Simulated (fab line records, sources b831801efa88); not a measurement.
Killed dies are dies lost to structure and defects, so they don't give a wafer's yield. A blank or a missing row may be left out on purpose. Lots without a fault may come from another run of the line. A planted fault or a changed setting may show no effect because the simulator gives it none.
Chamber matching | flow gf180mcu | GF_CONTACT_ETCH_16 on rie_diel-01: 4 sister chambers
The step etches BARC in N2/H2. 8 wafers are shown with their chamber, then 9 later ones without.

WAFERS WITH THEIR CHAMBER
wafer  | chamber | drypump_motor_current_A (A) | rf_fwd_power_W (W)
L080.2 | 1       | 6.0                         | 493.5
L083.3 | 2       | 6.3                         | 493.7
L084.2 | 3       | 6.1                         | 494.8
L084.3 | 0       | 5.9                         | 494.9
L084.4 | 2       | 6.3                         | 494.9
L087.1 | 3       | 6.1                         | 495.4
L087.5 | 0       | 6.0                         | 496.1
L087.6 | 1       | 6.0                         | 492.9

WAFERS WITHOUT THEIR CHAMBER
wafer  | drypump_motor_current_A (A) | rf_fwd_power_W (W)
L092.1 | 6.1                         | 494.4
L092.5 | 6.0                         | 495.8
L092.6 | 6.0                         | 490.5
L095.2 | 6.3                         | 498.3
L095.3 | 6.1                         | 494.3
L095.6 | 6.3                         | 494.8
L097.4 | 6.0                         | 496.1
L097.5 | 5.9                         | 495.9
L097.6 | 6.0                         | 493.1

WHICH CHAMBER EACH WENT THROUGH
wafer  | from the rows above     | in truth
L092.1 | 3                       | 3
L092.5 | can't be placed: 0 or 3 | 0
L092.6 | 1                       | 1
L095.2 | can't be placed: 2 or 3 | 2
L095.3 | 3                       | 3
L095.6 | 2                       | 2
L097.4 | can't be placed: 0 or 3 | 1
L097.5 | 0                       | 0
L097.6 | 1                       | 1
Placed correctly: 6 of 9. Can't be placed from these rows: 3 (the true chamber is among the candidates in 2). Placed wrongly: 0.
How it was worked out, from the rows above alone: a wafer's distance from a chamber is the root of the sum, over the readings, of the square of ((its reading less the chamber's mean) divided by the reading's scatter). The wafer belongs to the nearest chamber; if the next one is less than 2 further off, it can't be placed. A chamber's mean is the mean of its shown wafers. The scatter: the root of (the sum of the squares of (reading less its chamber's mean) over the shown wafers, divided by (wafers less chambers)).
